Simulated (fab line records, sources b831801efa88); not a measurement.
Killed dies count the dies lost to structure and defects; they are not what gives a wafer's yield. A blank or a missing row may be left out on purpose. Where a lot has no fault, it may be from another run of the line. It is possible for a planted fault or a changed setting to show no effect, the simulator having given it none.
Matching of chambers ; flow sky130 ; pecvd-01 running SKY_PASSIVATION_CVD_00: 3 sister chambers
The step deposits SiO2, target thk 90 nm. 6 wafers are shown with their chamber, then 8 later ones without.

== WAFERS WITH THEIR CHAMBER ==
wafer;chamber;heater-power-w (W)
L090.3;0;582
L090.4;2;573
L092.2;2;711
L092.3;1;652
L092.5;1;664
L091.1;0;516

== WAFERS WHOSE CHAMBER IS MISSING ==
wafer;heater-power-w (W)
L091.5;751
L091.6;525
L093.1;738
L093.2;532
L093.4;750
L095.3;749
L095.4;755
L095.5;571

== CHAMBER TAKEN BY EACH ==
wafer;from the rows above;in truth
L091.5;can't be placed: 1 or 2 or 0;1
L091.6;can't be placed: 0 or 2 or 1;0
L093.1;can't be placed: 1 or 2 or 0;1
L093.2;can't be placed: 0 or 2 or 1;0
L093.4;can't be placed: 1 or 2 or 0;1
L095.3;can't be placed: 1 or 2 or 0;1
L095.4;can't be placed: 1 or 2 or 0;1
L095.5;can't be placed: 0 or 2 or 1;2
Correct placement for 0 of the 8. Unplaceable from these rows: 8, with the true chamber sitting among the candidates in 8. Placed wrongly: 0.
How it was worked out, from the rows above alone: a wafer's distance from a chamber is the root of the sum, over the readings, of the square of ((its reading less the chamber's mean) divided by the reading's scatter). If the next closest chamber is less than 2 further off than the closest, the wafer can't be placed; otherwise it belongs to the closest. Each chamber's mean is taken over the wafers shown for it. The scatter is the square root of a quotient: the sum, over the shown wafers, of each reading's squared deviation from its chamber's mean, divided by wafers minus chambers.
